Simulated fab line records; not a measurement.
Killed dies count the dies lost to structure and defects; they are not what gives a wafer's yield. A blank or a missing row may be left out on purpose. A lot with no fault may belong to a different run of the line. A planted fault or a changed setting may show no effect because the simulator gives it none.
Chamber matching ; flow gf180mcu ; GF_SAB_ETCH_11 on rieDiel-04: 4 sister chambers
The step etches SiO2 in C4F8/O2/Ar, target depth 55 nm, time 8.5 s. 4 wafers are shown with their chamber, then 8 later ones without.

EACH WAFER AND ITS CHAMBER
wafer;chamber;oesProductAu (a.u.)
L083.6;2;0.979
L086.5;3;0.995
L086.6;0;0.998
L090.3;1;0.999

WAFERS MISSING THEIR CHAMBER
wafer;oesProductAu (a.u.)
L090.4;0.986
L090.6;0.993
L094.1;1.009
L094.5;1.001
L094.6;0.974
L096.1;1.002
L096.3;0.997
L096.6;1.008

WHICH CHAMBER EACH WENT THROUGH
wafer;from the rows above;in truth
L090.4;can't be placed: 2 or 3 or 0 or 1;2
L090.6;can't be placed: 3 or 0 or 1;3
L094.1;can't be placed: 1 or 0 or 3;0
L094.5;can't be placed: 1 or 0 or 3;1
L094.6;2;2
L096.1;can't be placed: 1 or 0 or 3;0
L096.3;can't be placed: 0 or 1 or 3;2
L096.6;can't be placed: 1 or 0 or 3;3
Correct placement for 1 of the 8. Cannot be placed on the basis of these rows: 7; the candidates contain the true chamber in 6. 0 placed wrongly.
How it was worked out, from the rows above alone: a wafer's distance from a chamber is the root of the sum, over the readings, of the square of ((its reading less the chamber's mean) divided by the reading's scatter). The wafer belongs to the nearest chamber; if the next one is less than 2 further off, it can't be placed. A chamber's mean is the mean of its shown wafers. The scatter: with one shown wafer a chamber, the root of the mean of the squares of how far each hidden wafer lies from its nearest shown one.
